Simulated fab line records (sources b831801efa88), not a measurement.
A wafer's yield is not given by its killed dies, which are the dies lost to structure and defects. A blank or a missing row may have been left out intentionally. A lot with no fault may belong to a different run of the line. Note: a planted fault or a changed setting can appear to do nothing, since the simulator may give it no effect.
What tool caused it? / flow sfqLine / 15 lots, 45 wafers sampled, at 4 steps of a route of 325

== WHAT THE GAUGES READ, wafer by wafer ==
No reading from a measuring or inspecting step in the record can be judged against a usual standard deviation.

== WHAT TOOL EACH LOT RAN ON (gives the tool, then ch and the chambers of the sampled wafers, and finally the start) ==
lot=L352; SFQ_TRILAYER_JJ_TRILAYER_DEP_SPUTTER_109=pvdSputter-03, day 59 12:13; SFQ_TRILAYER_M5_ETCH_METAL_ETCH_126=rieMetal-03 ch 0,1, day 65 03:49; SFQ_TRILAYER_R5_LITHO_EXPOSE_137=krfScanner-02 ch 0, day 65 12:35; SFQ_TRILAYER_I5_ETCH_VIA_ETCH_147=rieDiel-01 ch 1,2, day 69 14:41
lot=L354; SFQ_TRILAYER_JJ_TRILAYER_DEP_SPUTTER_109=pvdSputter-04, day 60 15:13; SFQ_TRILAYER_M5_ETCH_METAL_ETCH_126=rieMetal-01 ch 0,1, day 70 01:30; SFQ_TRILAYER_R5_LITHO_EXPOSE_137=krfScanner-02 ch 0, day 74 09:27; SFQ_TRILAYER_I5_ETCH_VIA_ETCH_147=rieDiel-02 ch 1,2,3, day 74 15:55
lot=L355; SFQ_TRILAYER_JJ_TRILAYER_DEP_SPUTTER_109=pvdSputter-04, day 60 19:53; SFQ_TRILAYER_M5_ETCH_METAL_ETCH_126=rieMetal-03 ch 0,1, day 70 02:42; SFQ_TRILAYER_R5_LITHO_EXPOSE_137=krfScanner-02 ch 0, day 74 10:39; SFQ_TRILAYER_I5_ETCH_VIA_ETCH_147=rieDiel-01 ch 0,2,3, day 74 17:07
lot=L356; SFQ_TRILAYER_JJ_TRILAYER_DEP_SPUTTER_109=pvdSputter-04, day 61 09:27; SFQ_TRILAYER_M5_ETCH_METAL_ETCH_126=rieMetal-01 ch 0,1, day 70 05:06; SFQ_TRILAYER_R5_LITHO_EXPOSE_137=krfScanner-02 ch 0, day 74 11:51; SFQ_TRILAYER_I5_ETCH_VIA_ETCH_147=rieDiel-03 ch 1,2, day 74 18:19
lot=L357; SFQ_TRILAYER_JJ_TRILAYER_DEP_SPUTTER_109=pvdSputter-04, day 61 22:39; SFQ_TRILAYER_M5_ETCH_METAL_ETCH_126=rieMetal-03 ch 0,1, day 70 07:30; SFQ_TRILAYER_R5_LITHO_EXPOSE_137=krfScanner-01 ch 0, day 74 16:51; SFQ_TRILAYER_I5_ETCH_VIA_ETCH_147=rieDiel-01 ch 1,2,3, day 74 22:03
lot=L362; SFQ_TRILAYER_JJ_TRILAYER_DEP_SPUTTER_109=pvdSputter-04, day 63 04:39; SFQ_TRILAYER_M5_ETCH_METAL_ETCH_126=rieMetal-03 ch 0,1, day 70 17:06; SFQ_TRILAYER_R5_LITHO_EXPOSE_137=krfScanner-01 ch 0, day 75 02:15; SFQ_TRILAYER_I5_ETCH_VIA_ETCH_147=rieDiel-03 ch 0,3, day 75 09:36
lot=L364; SFQ_TRILAYER_JJ_TRILAYER_DEP_SPUTTER_109=pvdSputter-04, day 63 23:51; SFQ_TRILAYER_M5_ETCH_METAL_ETCH_126=rieMetal-03 ch 0,1, day 70 21:58; SFQ_TRILAYER_R5_LITHO_EXPOSE_137=krfScanner-01 ch 0, day 75 06:15; SFQ_TRILAYER_I5_ETCH_VIA_ETCH_147=rieDiel-03 ch 0,2,3, day 75 14:24
lot=L366; SFQ_TRILAYER_JJ_TRILAYER_DEP_SPUTTER_109=pvdSputter-06, day 64 13:06; SFQ_TRILAYER_M5_ETCH_METAL_ETCH_126=rieMetal-01 ch 0,1, day 71 01:30; SFQ_TRILAYER_R5_LITHO_EXPOSE_137=krfScanner-01 ch 0, day 75 10:51; SFQ_TRILAYER_I5_ETCH_VIA_ETCH_147=rieDiel-03 ch 0,1,3, day 75 19:12
lot=L368; SFQ_TRILAYER_JJ_TRILAYER_DEP_SPUTTER_109=pvdSputter-06, day 65 21:09; SFQ_TRILAYER_M5_ETCH_METAL_ETCH_126=rieMetal-03 ch 0,1, day 74 08:43; SFQ_TRILAYER_R5_LITHO_EXPOSE_137=krfScanner-01, day 78 18:16; SFQ_TRILAYER_I5_ETCH_VIA_ETCH_147=rieDiel-02 ch 0,1,3, day 82 20:19
lot=L369; SFQ_TRILAYER_JJ_TRILAYER_DEP_SPUTTER_109=pvdSputter-03, day 66 11:13; SFQ_TRILAYER_M5_ETCH_METAL_ETCH_126=rieMetal-03 ch 0,1, day 75 02:38; SFQ_TRILAYER_R5_LITHO_EXPOSE_137=krfScanner-02, day 79 05:25; SFQ_TRILAYER_I5_ETCH_VIA_ETCH_147=rieDiel-03 ch 1,2,3, day 82 21:38
lot=L370; SFQ_TRILAYER_JJ_TRILAYER_DEP_SPUTTER_109=pvdSputter-06, day 66 17:14; SFQ_TRILAYER_M5_ETCH_METAL_ETCH_126=rieMetal-02 ch 0, day 75 13:34; SFQ_TRILAYER_R5_LITHO_EXPOSE_137=krfScanner-01, day 79 18:56; SFQ_TRILAYER_I5_ETCH_VIA_ETCH_147=rieDiel-02 ch 0,2,3, day 83 19:14
lot=L372; SFQ_TRILAYER_JJ_TRILAYER_DEP_SPUTTER_109=pvdSputter-03, day 67 14:43; SFQ_TRILAYER_M5_ETCH_METAL_ETCH_126=rieMetal-03 ch 0,1, day 76 06:01; SFQ_TRILAYER_R5_LITHO_EXPOSE_137=krfScanner-01 ch 0, day 80 13:56; SFQ_TRILAYER_I5_ETCH_VIA_ETCH_147=rieDiel-02 ch 2,3, day 84 16:50
lot=L373; SFQ_TRILAYER_JJ_TRILAYER_DEP_SPUTTER_109=pvdSputter-06, day 67 16:31; SFQ_TRILAYER_M5_ETCH_METAL_ETCH_126=rieMetal-02 ch 0, day 76 08:37; SFQ_TRILAYER_R5_LITHO_EXPOSE_137=krfScanner-01 ch 0, day 80 17:56; SFQ_TRILAYER_I5_ETCH_VIA_ETCH_147=rieDiel-03 ch 0,2,3, day 84 20:26
lot=L374; SFQ_TRILAYER_JJ_TRILAYER_DEP_SPUTTER_109=pvdSputter-03, day 67 18:55; SFQ_TRILAYER_M5_ETCH_METAL_ETCH_126=rieMetal-03 ch 0,1, day 76 12:01; SFQ_TRILAYER_R5_LITHO_EXPOSE_137=krfScanner-01 ch 0, day 80 19:56; SFQ_TRILAYER_I5_ETCH_VIA_ETCH_147=rieDiel-02 ch 0,2,3, day 84 22:50
lot=L375; SFQ_TRILAYER_JJ_TRILAYER_DEP_SPUTTER_109=pvdSputter-06, day 67 21:19; SFQ_TRILAYER_M5_ETCH_METAL_ETCH_126=rieMetal-01 ch 0,1, day 76 13:13; SFQ_TRILAYER_R5_LITHO_EXPOSE_137=krfScanner-01 ch 0, day 80 22:20; SFQ_TRILAYER_I5_ETCH_VIA_ETCH_147=rieDiel-01 ch 0,2,3, day 85 01:14
- SFQ_TRILAYER_JJ_TRILAYER_DEP_SPUTTER_109: material Nb, target thk 150 nm, time 100 s.
- SFQ_TRILAYER_M5_ETCH_METAL_ETCH_126: etches Nb in Cl2/BCl3, stops on SiO2, time 203.2 s, target depth 265 nm.
- SFQ_TRILAYER_R5_LITHO_EXPOSE_137: exposes mask R5, target cd 500 nm.
- SFQ_TRILAYER_I5_ETCH_VIA_ETCH_147: etches the open film in CHF3, stops on Nb, target depth 360 nm.

== WHAT THE TOOLS THEMSELVES READ (means of the sampled wafers that have a number; where no wafer has one, the mark that the record gives instead) ==
SFQ_TRILAYER_JJ_TRILAYER_DEP_SPUTTER_109.
lot=L352; tool=pvdSputter-03; basePressurePa (Pa)=1.32e-06; cathodeDcPowerW (W)=1999.9; substrateTempC (C)=20.05; throttleValvePct (%)=30.3
lot=L354; tool=pvdSputter-04; basePressurePa (Pa)=1.33e-06; cathodeDcPowerW (W)=2000.2; substrateTempC (C)=20.11; throttleValvePct (%)=29.6
lot=L355; tool=pvdSputter-04; basePressurePa (Pa)=1.44e-06; cathodeDcPowerW (W)=1999.9; substrateTempC (C)=20.02; throttleValvePct (%)=29.8
lot=L356; tool=pvdSputter-04; basePressurePa (Pa)=1.44e-06; cathodeDcPowerW (W)=2000.0; substrateTempC (C)=19.93; throttleValvePct (%)=29.5
lot=L357; tool=pvdSputter-04; basePressurePa (Pa)=1.35e-06; cathodeDcPowerW (W)=2000.2; substrateTempC (C)=20.01; throttleValvePct (%)=29.2
lot=L362; tool=pvdSputter-04; basePressurePa (Pa)=1.34e-06; cathodeDcPowerW (W)=1999.9; substrateTempC (C)=20.06; throttleValvePct (%)=28.9
lot=L364; tool=pvdSputter-04; basePressurePa (Pa)=1.31e-06; cathodeDcPowerW (W)=2000.0; substrateTempC (C)=19.93; throttleValvePct (%)=29.5
lot=L366; tool=pvdSputter-06; basePressurePa (Pa)=1.36e-06; cathodeDcPowerW (W)=1999.9; substrateTempC (C)=19.93; throttleValvePct (%)=30.9
lot=L368; tool=pvdSputter-06; basePressurePa (Pa)=-; cathodeDcPowerW (W)=-; substrateTempC (C)=-; throttleValvePct (%)=-
lot=L369; tool=pvdSputter-03; basePressurePa (Pa)=-; cathodeDcPowerW (W)=-; substrateTempC (C)=-; throttleValvePct (%)=-
lot=L370; tool=pvdSputter-06; basePressurePa (Pa)=-; cathodeDcPowerW (W)=-; substrateTempC (C)=-; throttleValvePct (%)=-
lot=L372; tool=pvdSputter-03; basePressurePa (Pa)=1.32e-06; cathodeDcPowerW (W)=1999.7; substrateTempC (C)=19.96; throttleValvePct (%)=30.0
lot=L373; tool=pvdSputter-06; basePressurePa (Pa)=1.35e-06; cathodeDcPowerW (W)=2000.0; substrateTempC (C)=20.03; throttleValvePct (%)=30.3
lot=L374; tool=pvdSputter-03; basePressurePa (Pa)=1.33e-06; cathodeDcPowerW (W)=1999.8; substrateTempC (C)=20.01; throttleValvePct (%)=30.7
lot=L375; tool=pvdSputter-06; basePressurePa (Pa)=1.21e-06; cathodeDcPowerW (W)=1999.9; substrateTempC (C)=19.93; throttleValvePct (%)=29.7

SFQ_TRILAYER_M5_ETCH_METAL_ETCH_126.
lot=L352; tool=rieMetal-03; drypumpMotorCurrentA (A)=5.41; oesProductAu (a.u.)=0.734
lot=L354; tool=rieMetal-01; drypumpMotorCurrentA (A)=5.74; oesProductAu (a.u.)=0.729
lot=L355; tool=rieMetal-03; drypumpMotorCurrentA (A)=5.41; oesProductAu (a.u.)=0.730
lot=L356; tool=rieMetal-01; drypumpMotorCurrentA (A)=5.75; oesProductAu (a.u.)=0.726
lot=L357; tool=rieMetal-03; drypumpMotorCurrentA (A)=5.41; oesProductAu (a.u.)=0.730
lot=L362; tool=rieMetal-03; drypumpMotorCurrentA (A)=5.40; oesProductAu (a.u.)=0.733
lot=L364; tool=rieMetal-03; drypumpMotorCurrentA (A)=5.41; oesProductAu (a.u.)=0.733
lot=L366; tool=rieMetal-01; drypumpMotorCurrentA (A)=5.73; oesProductAu (a.u.)=0.735
lot=L368; tool=rieMetal-03; drypumpMotorCurrentA (A)=5.41; oesProductAu (a.u.)=0.374
lot=L369; tool=rieMetal-03; drypumpMotorCurrentA (A)=5.41; oesProductAu (a.u.)=0.376
lot=L370; tool=rieMetal-02; drypumpMotorCurrentA (A)=5.99; oesProductAu (a.u.)=0.378
lot=L372; tool=rieMetal-03; drypumpMotorCurrentA (A)=5.40; oesProductAu (a.u.)=0.733
lot=L373; tool=rieMetal-02; drypumpMotorCurrentA (A)=6.01; oesProductAu (a.u.)=0.721
lot=L374; tool=rieMetal-03; drypumpMotorCurrentA (A)=5.41; oesProductAu (a.u.)=0.725
lot=L375; tool=rieMetal-01; drypumpMotorCurrentA (A)=5.79; oesProductAu (a.u.)=0.726

SFQ_TRILAYER_R5_LITHO_EXPOSE_137.
lot=L352; tool=krfScanner-02; exposureDoseMJCm2=14.398; focusOffsetNm (nm)=0.1; reticleTempC (C)=23.05
lot=L354; tool=krfScanner-02; exposureDoseMJCm2=14.396; focusOffsetNm (nm)=-0.8; reticleTempC (C)=23.05
lot=L355; tool=krfScanner-02; exposureDoseMJCm2=14.407; focusOffsetNm (nm)=0.3; reticleTempC (C)=22.80
lot=L356; tool=krfScanner-02; exposureDoseMJCm2=14.409; focusOffsetNm (nm)=-0.1; reticleTempC (C)=23.07
lot=L357; tool=krfScanner-01; exposureDoseMJCm2=14.401; focusOffsetNm (nm)=-0.0; reticleTempC (C)=23.03
lot=L362; tool=krfScanner-01; exposureDoseMJCm2=14.381; focusOffsetNm (nm)=0.8; reticleTempC (C)=22.98
lot=L364; tool=krfScanner-01; exposureDoseMJCm2=14.397; focusOffsetNm (nm)=0.1; reticleTempC (C)=22.99
lot=L366; tool=krfScanner-01; exposureDoseMJCm2=14.398; focusOffsetNm (nm)=0.7; reticleTempC (C)=23.14
lot=L368; tool=krfScanner-01; exposureDoseMJCm2=-; focusOffsetNm (nm)=-; reticleTempC (C)=-
lot=L369; tool=krfScanner-02; exposureDoseMJCm2=-; focusOffsetNm (nm)=-; reticleTempC (C)=-
lot=L370; tool=krfScanner-01; exposureDoseMJCm2=-; focusOffsetNm (nm)=-; reticleTempC (C)=-
lot=L372; tool=krfScanner-01; exposureDoseMJCm2=14.405; focusOffsetNm (nm)=0.1; reticleTempC (C)=23.08
lot=L373; tool=krfScanner-01; exposureDoseMJCm2=14.402; focusOffsetNm (nm)=0.3; reticleTempC (C)=23.07
lot=L374; tool=krfScanner-01; exposureDoseMJCm2=14.385; focusOffsetNm (nm)=-0.3; reticleTempC (C)=23.12
lot=L375; tool=krfScanner-01; exposureDoseMJCm2=14.396; focusOffsetNm (nm)=0.8; reticleTempC (C)=22.98

SFQ_TRILAYER_I5_ETCH_VIA_ETCH_147.
lot=L352; tool=rieDiel-01; drypumpMotorCurrentA (A)=6.2; oesProductAu (a.u.)=0.992
lot=L354; tool=rieDiel-02; drypumpMotorCurrentA (A)=5.4; oesProductAu (a.u.)=0.985
lot=L355; tool=rieDiel-01; drypumpMotorCurrentA (A)=6.0; oesProductAu (a.u.)=0.984
lot=L356; tool=rieDiel-03; drypumpMotorCurrentA (A)=6.0; oesProductAu (a.u.)=0.990
lot=L357; tool=rieDiel-01; drypumpMotorCurrentA (A)=6.3; oesProductAu (a.u.)=0.993
lot=L362; tool=rieDiel-03; drypumpMotorCurrentA (A)=6.0; oesProductAu (a.u.)=0.989
lot=L364; tool=rieDiel-03; drypumpMotorCurrentA (A)=5.9; oesProductAu (a.u.)=0.990
lot=L366; tool=rieDiel-03; drypumpMotorCurrentA (A)=5.9; oesProductAu (a.u.)=0.991
lot=L368; tool=rieDiel-02; drypumpMotorCurrentA (A)=5.2; oesProductAu (a.u.)=0.375
lot=L369; tool=rieDiel-03; drypumpMotorCurrentA (A)=5.8; oesProductAu (a.u.)=0.373
lot=L370; tool=rieDiel-02; drypumpMotorCurrentA (A)=5.6; oesProductAu (a.u.)=0.377
lot=L372; tool=rieDiel-02; drypumpMotorCurrentA (A)=5.7; oesProductAu (a.u.)=0.990
lot=L373; tool=rieDiel-03; drypumpMotorCurrentA (A)=5.9; oesProductAu (a.u.)=0.989
lot=L374; tool=rieDiel-02; drypumpMotorCurrentA (A)=5.6; oesProductAu (a.u.)=0.993
lot=L375; tool=rieDiel-01; drypumpMotorCurrentA (A)=6.0; oesProductAu (a.u.)=0.996

== THE ANSWER, worked out from the rows above alone ==
Rule: usual is defined by the lots themselves. The widest of any qualifying gaps counts: lots, ordered by their means at a reading, are off when they make up no more than a third of the lots, leave a main group of 4 or more, and stand apart from it by 3 or more times the standard deviation of that group's means. A main group is skipped when, at the precision printed for the reading in the tables above, its means are all equal. Also off: a lot with no number at a reading for which 4 or more lots have one. All remaining lots with rows at the step are treated as sound. Order of review: gauges by route order, followed by the tools' own readings, for which a lot's mean as printed above is used. The first step at which some lot is off is used, and at that step the reading that is off furthest; a lot without a number counts as furthest.
Off at SFQ_TRILAYER_JJ_TRILAYER_DEP_SPUTTER_109 (basePressurePa): L368, L369, L370. Without a number there: L368, L369, L370. Main group: mean 1.34e-06 Pa, sd 5.7e-08.
If a tool, at that step or one of the process steps before it, ran each lot that is off and ran no sound lot following the first of them, it fits. No candidate that was tried fits.

== WHAT THE SIMULATOR PUT IN ==
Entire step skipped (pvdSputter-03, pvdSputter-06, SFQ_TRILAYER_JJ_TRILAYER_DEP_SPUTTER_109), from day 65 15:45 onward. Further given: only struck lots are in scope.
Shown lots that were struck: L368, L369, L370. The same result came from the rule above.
